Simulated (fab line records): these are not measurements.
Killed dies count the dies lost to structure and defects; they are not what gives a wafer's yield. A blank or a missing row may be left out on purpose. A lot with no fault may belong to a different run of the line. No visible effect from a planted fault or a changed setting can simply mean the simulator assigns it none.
Lot-split experiment / flow sfq line / 13 wafers read from 5 lots, route of 325 steps

ON THE SPLIT
At SFQ_TRILAYER_M0_BARC_OPEN_METAL_ETCH_031 (etches BARC in O2, target depth 125 nm, time 41.7 s), the setting time s was moved away from the recipe's 41.7 s on 3 of the 13 wafers read, by -4.0% to +11.8%. All remaining wafers had this setting at the recipe value.

FROM THE SPLIT TO THE READING: what the file shows between them, 9 steps
- SFQ_TRILAYER_M0_ETCH_METAL_ETCH_024: etches Nb in Cl2/Ar, stops on SiO2, target depth 240 nm, time 120 s (also split here: pressure mtorr)
- SFQ_TRILAYER_I0_VIA_LITHO_PEB_034: peb time 60 s (also split here: peb temp c)
- SFQ_TRILAYER_I0_VIA_LITHO_DEVELOP_033: time 60 s
- SFQ_TRILAYER_I0_VIA_BARC_OPEN_VIA_ETCH_046: etches BARC in O2, target depth 125 nm, time 41.7 s
- SFQ_TRILAYER_M1_LITHO_COAT_044: resist thk 62 nm (also split here: spin rpm)
- SFQ_TRILAYER_M1_LITHO_COAT_039: resist thk 600 nm (also split here: spin rpm)
- SFQ_TRILAYER_M1_LITHO_SOFTBAKE_043
- SFQ_TRILAYER_M1_LITHO_EXPOSE_040: exposes mask M1, target cd 500 nm
- SFQ_TRILAYER_M1_LITHO_DEVELOP_041: time 60 s

THE READING
etch.depth nm (the simulator's own value, which no gauge read), in nm, at SFQ_TRILAYER_M1_BARC_OPEN_METAL_ETCH_054 (etches BARC in O2, target depth 125 nm, time 41.7 s). The file gives no usual value for it. The 10 wafers here that ran the recipe average 62.18 nm, standard deviation 0.43 nm.

wafer=L075.2; tool, chamber at the split=rie metal-04, 0,1; time s as run, s=41.7; against the recipe=recipe; etch.depth nm, nm=61.98; against lot-mates on the recipe=-
wafer=L075.6; tool, chamber at the split=rie metal-04, 0,1,0; time s as run, s=46.63; against the recipe=+11.8%; etch.depth nm, nm=62.92; against lot-mates on the recipe=+0.94
wafer=L076.1; tool, chamber at the split=rie metal-03, 0,1,1; time s as run, s=41.7; against the recipe=recipe; etch.depth nm, nm=61.97; against lot-mates on the recipe=-
wafer=L076.2; tool, chamber at the split=rie metal-03, 1,0; time s as run, s=40.05; against the recipe=-4.0%; etch.depth nm, nm=62.05; against lot-mates on the recipe=+0.01
wafer=L076.3; tool, chamber at the split=rie metal-03, 0,1,1; time s as run, s=41.7; against the recipe=recipe; etch.depth nm, nm=62.08; against lot-mates on the recipe=-
wafer=L076.4; tool, chamber at the split=rie metal-03, 1,0; time s as run, s=40.05; against the recipe=-4.0%; etch.depth nm, nm=61.97; against lot-mates on the recipe=-0.07
wafer=L076.5; tool, chamber at the split=rie metal-03, 0,1,1; time s as run, s=41.7; against the recipe=recipe; etch.depth nm, nm=62.06; against lot-mates on the recipe=-
wafer=L080.3; tool, chamber at the split=rie metal-01, 1,1,0; time s as run, s=41.7; against the recipe=recipe; etch.depth nm, nm=61.9; against lot-mates on the recipe=-
wafer=L082.4; tool, chamber at the split=rie metal-01, 0,1,0,1,0; time s as run, s=41.7; against the recipe=recipe; etch.depth nm, nm=63.13; against lot-mates on the recipe=-
wafer=L082.6; tool, chamber at the split=rie metal-01, 0,1,0,1,0; time s as run, s=41.7; against the recipe=recipe; etch.depth nm, nm=62.94; against lot-mates on the recipe=-
wafer=L085.1; tool, chamber at the split=rie metal-03, 1,0,0; time s as run, s=41.7; against the recipe=recipe; etch.depth nm, nm=61.88; against lot-mates on the recipe=-
wafer=L085.2; tool, chamber at the split=rie metal-03, 1,0,0; time s as run, s=41.7; against the recipe=recipe; etch.depth nm, nm=61.99; against lot-mates on the recipe=-
wafer=L085.6; tool, chamber at the split=rie metal-03, 1,0,0; time s as run, s=41.7; against the recipe=recipe; etch.depth nm, nm=61.89; against lot-mates on the recipe=-
The file does not say which wafer passed through which chamber wherever a row lists several chambers: such a row stands for several wafers.

FIT RESULTS
A straight line over all 13 wafers: etch.depth nm changes by +0.0587 nm for each +1% of time s; r = +0.49; the points scatter about the line by 0.41 nm.
The same after taking each lot's own level away (the mean of its wafers on the recipe; 13 wafers): +0.0651 nm for each +1%; r = +0.91; scatter 0.11 nm.
The reading moves by 0.77 nm for the largest change in time s, on that fit.
The span of the lots' own levels, 61.900 to 63.035 nm, comes to 2.6 times the standard deviation stated above.
So the lot-to-lot level blurs the effect unless lot-mates are compared.
Check: +0.0797 nm against its lot-mates is what the line predicts for one of the wafers moved furthest among these (+11.8%) when that wafer is left out of the fit. It came out at +0.94 nm against them.

OTHER SPLITS APPLIED TO THESE WAFERS
Other splits were also applied to these wafers ahead of the reading. Each is held against what the fit with the lots' levels taken away leaves over:
other split on the same wafers=SFQ_TRILAYER_L0_LITHO_COAT_010 spin rpm; wafers away from the commonest value=2; r with etch.depth nm (lot level and that fit taken away)=+0.00
other split on the same wafers=SFQ_TRILAYER_L0_LITHO_PEB_008 peb temp c; wafers away from the commonest value=6; r with etch.depth nm (lot level and that fit taken away)=-0.13
other split on the same wafers=SFQ_TRILAYER_L0_VIA_LITHO_COAT_018 resist thk nm; wafers away from the commonest value=4; r with etch.depth nm (lot level and that fit taken away)=-0.10
other split on the same wafers=SFQ_TRILAYER_M0_DEP_SPUTTER_019 time s; wafers away from the commonest value=0; r with etch.depth nm (lot level and that fit taken away)=-
other split on the same wafers=SFQ_TRILAYER_M0_ETCH_METAL_ETCH_024 pressure mtorr; wafers away from the commonest value=8; r with etch.depth nm (lot level and that fit taken away)=+0.41
other split on the same wafers=SFQ_TRILAYER_I0_VIA_LITHO_PEB_034 peb temp c; wafers away from the commonest value=3; r with etch.depth nm (lot level and that fit taken away)=-0.01
other split on the same wafers=SFQ_TRILAYER_M1_LITHO_COAT_044 spin rpm; wafers away from the commonest value=3; r with etch.depth nm (lot level and that fit taken away)=+0.02
other split on the same wafers=SFQ_TRILAYER_M1_LITHO_COAT_039 spin rpm; wafers away from the commonest value=5; r with etch.depth nm (lot level and that fit taken away)=+0.16

THE FILE'S OWN FIT
etch.depth nm changes by +0.0645 nm for each +1% of time s, r = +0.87.
